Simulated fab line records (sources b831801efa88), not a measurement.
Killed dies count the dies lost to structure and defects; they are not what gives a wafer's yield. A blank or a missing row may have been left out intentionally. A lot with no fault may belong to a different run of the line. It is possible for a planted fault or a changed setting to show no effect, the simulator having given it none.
fab line records    flow sky130
[record] lots = 5  wafers = 15  last-day = 49
route steps=708 shown FIELD_ISO@13 PAD_OPEN@708
lots that met no fault: from a run of the same line without faults
start-h: start of the lot's first displayed wafer, in hours after the record's first day    wait-h: hours from the lot's prior step to this one    " identical to the entry in the row above    L1.1+2: one row covering several wafers at once    - no value, or no start was given    * or withheld: withheld    < > ~ a bound
route shown NAME@n: NAME is a module with steps in the file, n the number in the route of the first one    usual: the fault-free wafers' mean and standard deviation    same: alike in all rows    chamber/n: place in a boat    sites: per-site readings    _std_site: how widely they spread, as a standard deviation    _edge_site: outer sites' mean less inner sites'    radius-mm: for every site, how far away it sits from the centre of the wafer    mask NAME#n: copy n    behind: tool/chamber where the wafer was last shaped    hold: what put the lot on hold/how long, in hours/how the hold closed    device: the n, p or np transistor that did not switch    end of line: the tests these same wafers got at the end of their route    where a step has no rows: the recipe by itself    killed: count of dies lost to structure and defects at first sort (not the wafer's yield)    map: the dies of a wafer, with x for killed, . for not killed, _ for no die there
set.NAME: the setting as run; set.NAME@STEP: as run at that earlier step    model.NAME: the simulator's own value behind a step, which no gauge read
lots at some steps of the route; a table a step, a row a wafer
services: the hour from which a tool's chamber was out of use, counted from the record's first day as start-h (under 0 if before that day), plus the number of hours and why
[[steps]]
[step SKY_FIELD_ISO_DEVELOP_12]
[recipe] develop-time-s = 60  resist = KrF-thick  dev-temp-c = 21
[step SKY_FIELD_ISO_CD_MEAS_13]
[recipe] target-cd-nm = 150
[usual] cd-nm = 149.9/1.3
lot.wafer  tool       chamber  start-h  wait-h  cd-nm
L901.1     cd-sem-01  -        38.01    -       151.4
L901.2     "          -        "        "       149.9
L901.3     "          -        "        "       150.4
L902.3     cd-sem-01  -        45.82    -       148.9
L902.4     "          -        "        "       148.2
L902.5     "          -        "        "       149.8
L907.2     cd-sem-02  -        75.15    -       147.8
L907.3     "          -        "        "       148.4
L907.4     "          -        "        "       149.1
L917.2     cd-sem-01  -        122.01   -       150.0
L917.3     "          -        "        "       149.5
L917.4     "          -        "        "       148.9
L918.1     cd-sem-01  -        127.73   -       150.9
L918.4     "          -        "        "       149.5
L918.5     "          -        "        "       150.9
[step SKY_FIELD_ISO_ETCH_14]
[recipe] chemistry = N2/H2  target = BARC  ion-energy-ev = 200  source-w = 500  bias-w = 100  pressure-mtorr = 30  n2-flow-sccm = 100  h2-flow-sccm = 200  stop-on = SiO2  time-s = 45.9  target-depth-a = 600
[usual] drypump-motor-current-A = 5.6/0.39  oes-product-au = 0.854/0.0049  throttle-valve-pct = 13.224/0.0087
lot.wafer  tool         chamber  start-h  wait-h  drypump-motor-current-A  oes-product-au  rf-hours-counter-h  throttle-valve-pct
L901.1     rie-diel-01  3        38.13    0.1     5.8                      0.859           52                  13.213
L901.2     "            1        "        "       5.8                      0.862           5                   13.213
L901.3     "            2        "        "       5.8                      0.856           63                  13.228
L902.3     rie-diel-02  0        45.90    0.1     6.6                      0.859           8                   13.213
L902.4     "            2        "        "       5.5                      0.847           3                   13.222
L902.5     "            2        "        "       5.5                      0.858           -                   13.211
L907.2     rie-diel-03  2        75.25    0.1     5.5                      0.850           3                   13.222
L907.3     "            0        "        "       5.3                      0.853           160                 13.223
L907.4     "            3        "        "       6.0                      0.854           135                 13.215
L917.2     rie-diel-01  1        122.11   0.1     5.7                      0.849           7                   13.217
L917.3     "            3        "        "       5.8                      0.860           54                  13.234
L917.4     "            0        "        "       6.2                      0.849           108                 13.227
L918.1     rie-diel-02  0        127.85   0.1     6.5                      0.848           10                  13.223
L918.4     "            1        "        "       5.3                      0.848           95                  13.212
L918.5     "            2        "        "       5.5                      0.857           -                   13.223
[step SKY_FIELD_ISO_ETCH_15]
[recipe] chemistry = CHF3/O2  target-depth-nm = 180  stop-on = Si  source-w = 600  bias-w = 200  pressure-mtorr = 40  chf3-flow-sccm = 50  O2_flow_sccm = 5  time-s = 72
[usual] drypump-motor-current-A = 5.6/0.39  oes-product-au = 0.945/0.0067  throttle-valve-pct = 8.844/0.0089
lot.wafer  tool         chamber  start-h  wait-h  drypump-motor-current-A  oes-product-au  rf-hours-counter-h  throttle-valve-pct
L901.1     rie-diel-01  3        38.17    0.0     5.8                      0.946           52                  8.829
L901.2     "            1        "        "       5.7                      0.941           5                   8.850
L901.3     "            2        "        "       5.8                      0.942           63                  8.836
L902.3     rie-diel-02  0        45.94    0.0     6.5                      0.952           8                   8.834
L902.4     "            2        "        "       5.5                      0.959           3                   8.852
L902.5     "            2        "        "       5.5                      0.939           -                   8.838
L907.2     rie-diel-03  2        75.29    0.0     5.4                      0.939           3                   8.850
L907.3     "            0        "        "       5.2                      0.933           160                 8.837
L907.4     "            3        "        "       5.9                      0.935           135                 8.847
L917.2     rie-diel-01  1        122.15   0.0     5.7                      0.953           7                   8.839
L917.3     "            3        "        "       5.8                      0.951           54                  8.843
L917.4     "            0        "        "       6.2                      0.951           108                 8.830
L918.1     rie-diel-02  0        127.89   0.0     6.6                      0.935           10                  8.845
L918.4     "            1        "        "       5.2                      0.943           95                  8.847
L918.5     "            2        "        "       5.5                      0.931           -                   8.846
[step SKY_FIELD_ISO_STRIP_16]
[recipe] chemistry = O2/N2  power-w = 1400  pressure-mtorr = 1500  platen-temp-c = withheld  o2-flow-sccm = 3000  n2-flow-sccm = 300  overash-fraction = 0.5
[usual] drypump-motor-current-A = 5.6/0.62  oes-product-au = 0.377/0.0052  strip-time-to-endpoint-s = 3.53/0.05
lot.wafer  tool             chamber  start-h  wait-h  drypump-motor-current-A  oes-product-au  rf-hours-counter-h  strip-time-to-endpoint-s
L901.1     plasma-asher-01  0        38.22    0.0     6.4                      0.372           34                  3.51
L901.2     "                1        "        "       5.6                      0.376           34                  3.53
L901.3     "                0        "        "       6.4                      0.386           -                   3.60
L902.3     plasma-asher-02  0        46.03    0.1     4.9                      0.382           -                   3.52
L902.4     "                1        "        "       5.4                      0.369           -                   3.47
L902.5     "                0        "        "       4.9                      0.369           -                   3.46
L907.2     plasma-asher-03  1        75.35    0.0     6.4                      0.374           41                  3.49
L907.3     "                1        "        "       6.3                      0.375           -                   3.55
L907.4     "                0        "        "       4.9                      0.376           -                   3.50
L917.2     plasma-asher-01  0        122.21   0.0     6.4                      0.379           43                  3.52
L917.3     "                0        "        "       6.4                      0.373           -                   3.47
L917.4     "                1        "        "       5.6                      0.372           -                   3.51
L918.1     plasma-asher-02  1        127.95   0.0     5.4                      0.378           46                  3.53
L918.4     "                1        "        "       5.4                      0.380           -                   3.49
L918.5     "                0        "        "       4.9                      0.378           -                   3.50
[step SKY_FIELD_ISO_ETCH_17]
[recipe] target-depth-a = 3420  mask-material = Si3N4  chemistry = HBr/Cl2/O2  target = Si  taper-deg = 5  icp-w = 600  bias-w = 150  pressure-mtorr = 15  HBr_flow_sccm = 150  Cl2_flow_sccm = 40  O2_flow_sccm = 6  time-s = 97.7
[usual] drypump-motor-current-A = 5.8/0.49  oes-product-au = 1.000/0.014  throttle-valve-pct = 25.656/0.011
lot.wafer  tool       chamber  start-h  wait-h  drypump-motor-current-A  oes-product-au  rf-hours-counter-h  throttle-valve-pct
L901.1     rie-si-01  2        38.32    0.1     6.7                      0.983           60                  25.663
L901.2     "          1        "        "       5.5                      0.987           142                 25.654
L901.3     "          0        "        "       5.9                      0.980           23                  25.659
L902.3     rie-si-02  1        46.10    0.0     4.9                      1.008           82                  25.652
L902.4     "          3        "        "       5.9                      1.029           -                   25.636
L902.5     "          2        "        "       5.7                      1.023           -                   25.661
L907.2     rie-si-02  0        75.45    0.1     5.6                      0.997           0                   25.675
L907.3     "          1        "        "       4.8                      0.998           82                  25.664
L907.4     "          3        "        "       5.9                      1.022           135                 25.641
L917.2     rie-si-02  3        122.31   0.1     5.9                      1.014           136                 25.661
L917.3     "          1        "        "       4.8                      0.992           82                  25.642
L917.4     "          2        "        "       5.7                      1.015           73                  25.646
L918.1     rie-si-01  3        128.05   0.1     6.1                      0.984           41                  25.662
L918.4     "          2        "        "       6.6                      0.998           -                   25.662
L918.5     "          0        "        "       5.9                      0.975           -                   25.650
[step SKY_FIELD_ISO_WET_ETCH_18]
[recipe] chemistry = H3PO4  target-depth-nm = 25  temp-c = 160  target = Si3N4  time-s = 286
[step SKY_FIELD_ISO_CLEAN_19]
[recipe] chemistry = SC1/SC2  mix = 1:4:20  temp-c = 70  time-s = 150
[step SKY_FIELD_ISO_CLEAN_20]
[recipe] chemistry = dHF  time-s = 20  dilution = 100:1
[step SKY_FIELD_ISO_WET_ETCH_21]
[recipe] chemistry = dHF  dilution = 100:1  target-depth-nm = 20  dry = ipa-marangoni  target = SiO2  temp-c = 25  time-s = 400
[step SKY_FIELD_ISO_OXIDATION_22]
[recipe] temp-c = 950  ambient = O2  stabilise-s = 600  purge-s = 300  target-thk-a = 100  ox-time-s = 623
[step SKY_FIELD_ISO_THK_MEAS_23]
[recipe] reads = SiO2_of_FIELD_ISO_OXIDATION_22
[usual] FIELD_ISO_OXIDATION_01_THK = 9.91/0.18
lot.wafer  tool           chamber  start-h  wait-h  FIELD_ISO_OXIDATION_01_THK[nm]
L901.1     film-metro-01  -        46.31    0.0     10.09
L901.2     "              -        "        "       9.88
L901.3     "              -        "        "       10.09
L902.3     film-metro-03  -        53.13    0.0     9.87
L902.4     "              -        "        "       9.99
L902.5     "              -        "        "       9.61
L907.2     film-metro-01  -        77.34    0.0     10.11
L907.3     "              -        "        "       10.10
L907.4     "              -        "        "       10.12
L917.2     film-metro-04  -        124.42   0.0     9.92
L917.3     "              -        "        "       9.98
L917.4     "              -        "        "       10.10
L918.1     film-metro-04  -        130.05   0.0     9.85
L918.4     "              -        "        "       9.84
L918.5     "              -        "        "       9.80
[step SKY_FIELD_ISO_CVD_24]
[recipe] material = SiO2  target-thk-nm = 595  temp-c = 650  sigma-open-frac = 0.3  time-s = 99.2  sih4-flow-sccm = 60  pressure-mtorr = 6
[usual] pressure-mtorr = 6.000/0.013
lot.wafer  tool       chamber  start-h  wait-h  pressure-mtorr
L901.1     hdpcvd-01  0        46.37    0.1     5.975
L901.2     "          1        "        "       5.986
L901.3     "          2        "        "       5.996
L902.3     hdpcvd-01  0        53.17    0.0     5.990
L902.4     "          0        "        "       6.009
L902.5     "          2        "        "       6.001
L907.2     hdpcvd-01  2        77.39    0.0     5.983
L907.3     "          0        "        "       6.006
L907.4     "          0        "        "       6.005
L917.2     hdpcvd-01  2        124.47   0.0     7.204
L917.3     "          0        "        "       5.992
L917.4     "          2        "        "       7.208
L918.1     hdpcvd-02  1        130.11   0.1     5.996
L918.4     "          0        "        "       6.000
L918.5     "          1        "        "       5.989
[step SKY_FIELD_ISO_THK_MEAS_25]
[recipe] reads = SiO2_of_FIELD_ISO_CVD_24
[usual] FIELD_ISO_CVD_24_THK = 591/12
lot.wafer  tool           chamber  start-h  wait-h  FIELD_ISO_CVD_24_THK[nm]
L901.1     film-metro-01  -        46.44    0.0     599
L901.2     "              -        "        "       582
L901.3     "              -        "        "       608
L902.3     film-metro-01  -        53.26    0.1     588
L902.4     "              -        "        "       599
L902.5     "              -        "        "       600
L907.2     film-metro-04  -        77.47    0.0     611
L907.3     "              -        "        "       586
L907.4     "              -        "        "       593
L917.2     film-metro-01  -        124.59   0.1     602
L917.3     "              -        "        "       576
L917.4     "              -        "        "       603
L918.1     film-metro-03  -        130.19   0.0     591
L918.4     "              -        "        "       578
L918.5     "              -        "        "       586
[step SKY_PAD_OPEN_PROBE_99]
[usual] killed_at_M0_to_M3 = 43/7  killed_at_M4_up = 3.1/1.9  killed-at-contacts = 25/6.1  killed-at-front-end = 15/4.5  killed-at-other = 0.3/0.55  killed-dies = 87/8.9  killed-open = 47/6.4  killed-short = 40/6.6
[same] gross-dies = 492  killed-at-back-side = 0
lot.wafer  tool       chamber  start-h  wait-h  killed_at_M0_to_M3  killed_at_M4_up  killed-at-contacts  killed-at-front-end  killed-at-other  killed-dies  killed-open  killed-short
L902.3     prober-02  -        1106.37  0.2     47                  7                28                  7                    0                89           47           41
L902.4     prober-02  -        1106.42  0.2     43                  5                30                  16                   0                94           54           40
L902.5     prober-02  -        1106.47  0.2     49                  0                26                  9                    0                84           45           38
L901.1     prober-01  -        1109.12  0.1     49                  2                25                  10                   0                86           41           45
L901.2     prober-01  -        1109.17  0.1     39                  5                27                  12                   0                83           47           35
L901.3     prober-01  -        1109.22  0.2     40                  4                35                  13                   0                92           47           44
L907.2     prober-02  -        1136.22  0.1     37                  4                37                  12                   0                90           51           39
L907.3     prober-02  -        1136.27  0.2     53                  2                29                  12                   0                96           49           47
L907.4     prober-02  -        1136.32  0.2     40                  3                34                  10                   0                87           46           40
L917.2     prober-01  -        1178.44  0.1     32                  2                28                  20                   0                82           53           29
L917.3     prober-01  -        1178.49  0.2     45                  3                37                  11                   0                96           61           33
L917.4     prober-01  -        1178.54  0.2     33                  4                28                  15                   0                80           41           36
L918.1     prober-01  -        1185.26  0.1     53                  1                21                  18                   0                93           50           43
L918.4     prober-01  -        1185.41  0.2     47                  0                27                  20                   1                95           47           48
L918.5     prober-01  -        1185.46  0.2     48                  3                22                  11                   0                84           43           41
// killed by level:class
L902.3 METAL2:geometric-particle:short=11 LI_CONTACT:geometric-particle:open=8 CONTACT:geometric-particle:open=8 VIA1:geometric-particle:open=8 CONTACT:geometric-particle:short=7 VIA3:geometric-particle:open=7 VIA1:geometric-particle:short=4 VIA2:geometric-particle:open=4
L902.4 VIA1:geometric-particle:open=12 CONTACT:geometric-particle:open=10 VIA2:geometric-particle:open=9 LI_CONTACT:geometric-particle:open=7 CONTACT:geometric-particle:short=6 METAL2:geometric-particle:short=6 FIELD_ISO:geometric-particle:short=4 FIELD_ISO:geometric-particle:open=4
L902.5 LI_CONTACT:geometric-particle:open=10 VIA1:geometric-particle:open=10 VIA3:geometric-particle:open=9 CONTACT:geometric-particle:open=8 METAL2:geometric-particle:short=7 CONTACT:geometric-particle:short=6 VIA1:geometric-particle:short=6 VIA2:geometric-particle:open=5
L901.1 CONTACT:geometric-particle:open=9 VIA1:geometric-particle:open=9 METAL3:geometric-particle:short=7 LI_CONTACT:geometric-particle:short=6 METAL2:geometric-particle:short=6 FIELD_ISO:geometric-particle:open=5 METAL1:geometric-particle:short=5 VIA2:geometric-particle:open=5
L901.2 LI_CONTACT:geometric-particle:open=12 VIA1:geometric-particle:open=8 CONTACT:geometric-particle:open=7 VIA1:geometric-particle:short=7 VIA2:geometric-particle:open=6 VIA3:geometric-particle:open=5 METAL2:geometric-particle:short=4 FIELD_ISO:geometric-particle:short=3
L901.3 CONTACT:geometric-particle:open=12 LI_CONTACT:geometric-particle:open=11 VIA3:geometric-particle:open=9 METAL1:geometric-particle:short=7 CONTACT:geometric-particle:short=5 METAL2:geometric-particle:short=5 VIA1:geometric-particle:open=5 POLY_GATE:geometric-particle:short=4
L907.2 CONTACT:geometric-particle:open=14 LI_CONTACT:geometric-particle:open=8 VIA3:geometric-particle:open=8 LOCAL_INTERCONNECT:geometric-particle:short=5 CONTACT:geometric-particle:short=5 VIA1:geometric-particle:short=5 VIA1:geometric-particle:open=5 FIELD_ISO:geometric-particle:open=4
L907.3 LI_CONTACT:geometric-particle:open=10 CONTACT:geometric-particle:open=9 VIA1:geometric-particle:open=9 VIA3:geometric-particle:open=7 METAL2:geometric-particle:short=6 VIA2:geometric-particle:short=6 METAL1:geometric-particle:short=5 VIA1:geometric-particle:short=5
L907.4 VIA2:geometric-particle:open=11 CONTACT:geometric-particle:open=10 LI_CONTACT:geometric-particle:open=7 CONTACT:geometric-particle:short=6 METAL1:geometric-particle:short=6 VIA1:geometric-particle:open=6 LOCAL_INTERCONNECT:geometric-particle:short=5 VIA3:geometric-particle:open=5
L917.2 CONTACT:geometric-particle:open=16 FIELD_ISO:geometric-particle:open=8 VIA1:geometric-particle:open=8 VIA1:geometric-particle:short=5 FIELD_ISO:geometric-particle:short=4 METAL2:geometric-particle:short=4 POLY_GATE:geometric-particle:open=4 VIA3:geometric-particle:open=4
L917.3 CONTACT:geometric-particle:open=17 VIA1:geometric-particle:open=11 VIA2:geometric-particle:open=10 VIA3:geometric-particle:open=8 LOCAL_INTERCONNECT:geometric-particle:short=7 METAL2:geometric-particle:short=7 LI_CONTACT:geometric-particle:open=6 VIA1:geometric-particle:short=4
L917.4 CONTACT:geometric-particle:open=13 VIA1:geometric-particle:open=7 METAL1:geometric-particle:short=6 LI_CONTACT:geometric-particle:open=6 CONTACT:geometric-particle:short=6 VIA3:geometric-particle:open=6 FIELD_ISO:geometric-particle:short=5 METAL2:geometric-particle:short=5
L918.1 VIA3:geometric-particle:open=13 CONTACT:geometric-particle:open=10 METAL2:geometric-particle:short=10 VIA1:geometric-particle:open=7 VIA2:geometric-particle:open=7 FIELD_ISO:geometric-particle:short=6 LI_CONTACT:geometric-particle:open=5 POLY_GATE:geometric-particle:short=4
L918.4 VIA1:geometric-particle:open=13 CONTACT:geometric-particle:open=8 POLY_GATE:geometric-particle:open=6 LOCAL_INTERCONNECT:geometric-particle:short=6 VIA3:geometric-particle:open=6 METAL1:geometric-particle:short=6 METAL2:geometric-particle:short=6 VIA1:geometric-particle:short=5
L918.5 CONTACT:geometric-particle:open=11 VIA1:geometric-particle:open=10 VIA3:geometric-particle:open=9 VIA2:geometric-particle:open=6 METAL1:geometric-particle:short=6 POLY_GATE:geometric-particle:short=5 METAL2:geometric-particle:short=5 VIA1:geometric-particle:short=4
[[services]]
tool             chamber  start-h  hours  kind
rie-diel-01      1        18.14    4.7    repair
rie-si-02        0        23.10    -      clean
rie-si-02        0        23.10    33.0   scheduled-down
rie-si-02        0        23.10    33.0   vent-cycle
rie-diel-01      2        52.23    9.1    repair
rie-si-01        -        60.54    0.9    repair
hdpcvd-02        -        66.75    15.0   pm
hdpcvd-02        0        66.75    15.0   vent-cycle
hdpcvd-02        1        66.75    15.0   vent-cycle
hdpcvd-02        2        66.75    15.0   vent-cycle
rie-diel-02      -        74.72    14.6   pm
rie-si-01        -        79.47    2.8    pm
hdpcvd-02        0        81.75    -      clean
rie-diel-02      -        95.29    1.7    repair
hdpcvd-01        1        98.32    9.4    repair
plasma-asher-03  -        108.75   9.0    pm
plasma-asher-03  -        110.28   3.5    repair
rie-si-01        1        114.14   -      clean
rie-si-01        1        114.14   14.8   scheduled-down
rie-si-01        1        114.14   14.8   vent-cycle
rie-diel-03      0        119.54   -      clean
rie-diel-03      0        119.54   18.8   scheduled-down
rie-diel-03      0        119.54   18.8   vent-cycle
hdpcvd-01        1        122.76   7.8    repair
[[key]]
[first-sign] step = SKY_FIELD_ISO_CVD_24  reading = pressure-mtorr  direction = up  sigmas = 96  usual = 6.000  struck = 7.206
effect none on later readings
met-at SKY_FIELD_ISO_CVD_24
struck-wafers L917.2,L917.4
tester-left-out L917
onset-between 77.39 124.47
[fault] kind = process-parameter-drift  tool = hdpcvd-01  chamber = 2  onset-h = 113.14  steps = SKY_FIELD_ISO_CVD_24  channel = pressure-mtorr  offset = 1.2  shape = step  end-h = 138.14  acts-in = these-recipes-only  stated = 6
// tester-left-out: of these lots the tester's yield and bins aren't shown, on N5 and GAA mostly nor the transistor test; their killed dies are dies lost to structure and defects alone, not to doping, threshold or leakage, so they don't give the yield
